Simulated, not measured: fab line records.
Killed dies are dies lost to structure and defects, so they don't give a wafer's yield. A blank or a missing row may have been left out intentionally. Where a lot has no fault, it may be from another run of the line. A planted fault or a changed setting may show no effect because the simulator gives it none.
Problem report, 8D (eight disciplines) form, completed by code -- flow gf180mcu -- the parts of the form that need people (team, actions taken, sign-off) are left out

1. WHAT IS WRONG
At GF_POLY_GATE_ETCH_13, run length s averages 91.4 s over 3 wafers from 2 lots, while fault-free wafers read 97.9 s, standard deviation 0.4. Measured from the usual mean, that is -16 standard deviations.
The step: etches poly-Si in HBr/Cl2, stops on SiO2, target depth 198.5 nm, time 69.6 s.
Earliest sighting: wafer L587.4 on rie si-02 at day 11 14:16. Wafers with a number at this step in the record: 39, from 13 lots. Rule for "out", or "out of limits": more than 4 standard deviations from the usual mean. The other wafers with a number count as sound.

2. WHAT THIS IS AND IS NOT
question,is,is not
which readings at this step,run length s,"drypump motor current A, oes product au, throttle valve pct"
which lots,"L587, L590","L579, L581, L583, L588, L589, L592, L598, L599, L600, L601, L602"
which wafers of those lots,"L587.4, L587.5, L590.2","L587.3, L590.4, L590.6"
read on which tools,rie si-02,rie si-01
when,from day 11 14:16,"up to then (10 sound wafers); but 26 sound wafers of L588, L589, L590, L592, L598, L599, L600, L601, L602 came after"

3. SUSPECTS, AND WHAT RULES EACH OUT
Counting: any tool at a process step up to the reading remains a suspect provided it ran every lot that is out. Sound lots after the first of them don't rule it out here, since some wafers of a struck lot are sound.
- rie si-02 at GF_POLY_GATE_ETCH_13 (etches poly-Si in HBr/Cl2, stops on SiO2, target depth 198.5 nm, time 69.6 s): kept. Every lot that is out went through it, the first being L587 (day 11 14:16); the last sound lot it ran before that was L583 (day 10 09:28). On those wafers its own readings are out: run length s.
- Within rie si-02 at GF_POLY_GATE_ETCH_13: the wafers that are out ran in chamber 2; their sound lot-mates ran in chambers 0, 3.
Remaining after the count: rie si-02 at GF_POLY_GATE_ETCH_13.

4. THE CAUSE (what the simulator had put in)
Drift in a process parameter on rie si-02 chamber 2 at GF_POLY_GATE_ETCH_13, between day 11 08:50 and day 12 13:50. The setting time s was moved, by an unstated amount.
The count eliminated every tool but this one.

5. SEQUENCE OF EFFECTS, ordered by route
Rows list readings where the struck wafers' mean (over those with a number) sits beyond 3 standard deviations from the usual. Readings are gone through only where the record gives a usual standard deviation; hours: the median, over the lots, of the time from a lot's start at the first step in this table giving one to that lot's start at this step; sigmas: the change measured in usual standard deviations.
hours,step,reading,usual,on struck wafers,change,sigmas
0,GF_POLY_GATE_ETCH_13,run length s,97.9 s,91.4,-6.5,-16
It contains these process steps:
- GF_POLY_GATE_ETCH_13: etches poly-Si in HBr/Cl2, stops on SiO2, target depth 198.5 nm, time 69.6 s.

6. WHAT WOULD HAVE CAUGHT IT SOONER
First out-of-limits reading in this record: day 11 14:16, which is 5 hours after fault onset at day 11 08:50.
